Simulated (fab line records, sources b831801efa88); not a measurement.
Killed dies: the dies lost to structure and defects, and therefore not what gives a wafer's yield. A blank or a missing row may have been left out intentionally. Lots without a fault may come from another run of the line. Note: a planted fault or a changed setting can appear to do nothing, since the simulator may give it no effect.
Chamber matching + flow gf180mcu + GF_V2_CMP_26 on cmp-02: 4 sister chambers
The step polishes, stops on SiO2, t overpolish 15 s, target thk 0 nm. 4 wafers are shown with their chamber, then 12 later ones without.

== EACH WAFER AND ITS CHAMBER ==
| wafer  | chamber | motorCurrentA (A) |
|--------|---------|-------------------|
| L087.4 | 2       | 13.1              |
| L087.6 | 3       | 11.7              |
| L089.4 | 0       | 12.2              |
| L089.6 | 1       | 11.8              |

== WAFERS WITHOUT THEIR CHAMBER ==
| wafer  | motorCurrentA (A) |
|--------|-------------------|
| L092.3 | 13.4              |
| L092.4 | 12.7              |
| L092.6 | 11.9              |
| L094.1 | 12.0              |
| L094.4 | 13.4              |
| L094.5 | 10.9              |
| L095.2 | 12.0              |
| L095.4 | 11.7              |
| L095.5 | 12.5              |
| L097.1 | 11.7              |
| L097.2 | 12.2              |
| L097.5 | 12.6              |

== WHICH CHAMBER EACH ONE RAN IN ==
| wafer  | from the rows above               | in truth |
|--------|-----------------------------------|----------|
| L092.3 | 2                                 | 2        |
| L092.4 | can't be placed: 2 or 0 or 1 or 3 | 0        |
| L092.6 | can't be placed: 1 or 3 or 0      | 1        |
| L094.1 | can't be placed: 0 or 1 or 3      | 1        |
| L094.4 | 2                                 | 2        |
| L094.5 | can't be placed: 3 or 1 or 0      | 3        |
| L095.2 | can't be placed: 0 or 1 or 3      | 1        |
| L095.4 | can't be placed: 3 or 1 or 0      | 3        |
| L095.5 | can't be placed: 0 or 2 or 1 or 3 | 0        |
| L097.1 | can't be placed: 3 or 1 or 0      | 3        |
| L097.2 | can't be placed: 0 or 1 or 3      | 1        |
| L097.5 | can't be placed: 0 or 2 or 1 or 3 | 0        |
2 of 12 placed correctly. Cannot be placed on the basis of these rows: 10; the candidates contain the true chamber in 10. Wrongly placed: 0.
How it was worked out, from the rows above alone: a wafer's distance from a chamber is the root of the sum, over the readings, of the square of ((its reading less the chamber's mean) divided by the reading's scatter). If the next closest chamber is less than 2 further off than the closest, the wafer can't be placed; otherwise it belongs to the closest. For every chamber, the mean is computed from those of its wafers that are shown. The scatter: with one shown wafer a chamber, the root of the mean of the squares of how far each hidden wafer lies from its nearest shown one.
